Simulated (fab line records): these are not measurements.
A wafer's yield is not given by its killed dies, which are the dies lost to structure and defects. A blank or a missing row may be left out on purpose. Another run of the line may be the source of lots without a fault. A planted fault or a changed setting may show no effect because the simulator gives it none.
Chamber matching | flow sky130 | SKY_CONTACT_CVD_00 on pecvd-03: 3 sister chambers
The step deposits Si3N4, target thk 75 nm. 6 wafers are shown with their chamber, then 11 later ones without.

WAFERS, EACH WITH ITS CHAMBER
wafer  | chamber | heater power w (W)
L088.2 | 0       | 865
L088.5 | 1       | 680
L091.2 | 2       | 758
L091.5 | 2       | 792
L091.6 | 0       | 874
L094.1 | 1       | 577

WAFERS WITHOUT THEIR CHAMBER
wafer  | heater power w (W)
L094.2 | 872
L094.3 | 771
L094.4 | 758
L094.5 | 877
L094.6 | 588
L095.1 | 711
L095.2 | 655
L095.3 | 606
L097.1 | 645
L097.3 | 865
L097.4 | 648

WHICH CHAMBER EACH WENT THROUGH
wafer  | from the rows above     | in truth
L094.2 | 0                       | 0
L094.3 | 2                       | 2
L094.4 | 2                       | 2
L094.5 | 0                       | 0
L094.6 | 1                       | 1
L095.1 | can't be placed: 2 or 1 | 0
L095.2 | 1                       | 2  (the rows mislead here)
L095.3 | 1                       | 1
L097.1 | 1                       | 1
L097.3 | can't be placed: 0 or 2 | 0
L097.4 | 1                       | 1
Correct placement for 8 of the 11. Can't be placed from these rows: 2 (the true chamber is among the candidates in 1). 1 placed wrongly.
How it was worked out, from the rows above alone: a wafer's distance from a chamber is the root of the sum, over the readings, of the square of ((its reading less the chamber's mean) divided by the reading's scatter). The wafer belongs to the nearest chamber; if the next one is less than 2 further off, it can't be placed. The mean given for a chamber averages the wafers shown for that chamber. The scatter: take each reading less its chamber's mean, square it, sum over the shown wafers, divide by the number of wafers less the number of chambers, and take the root.
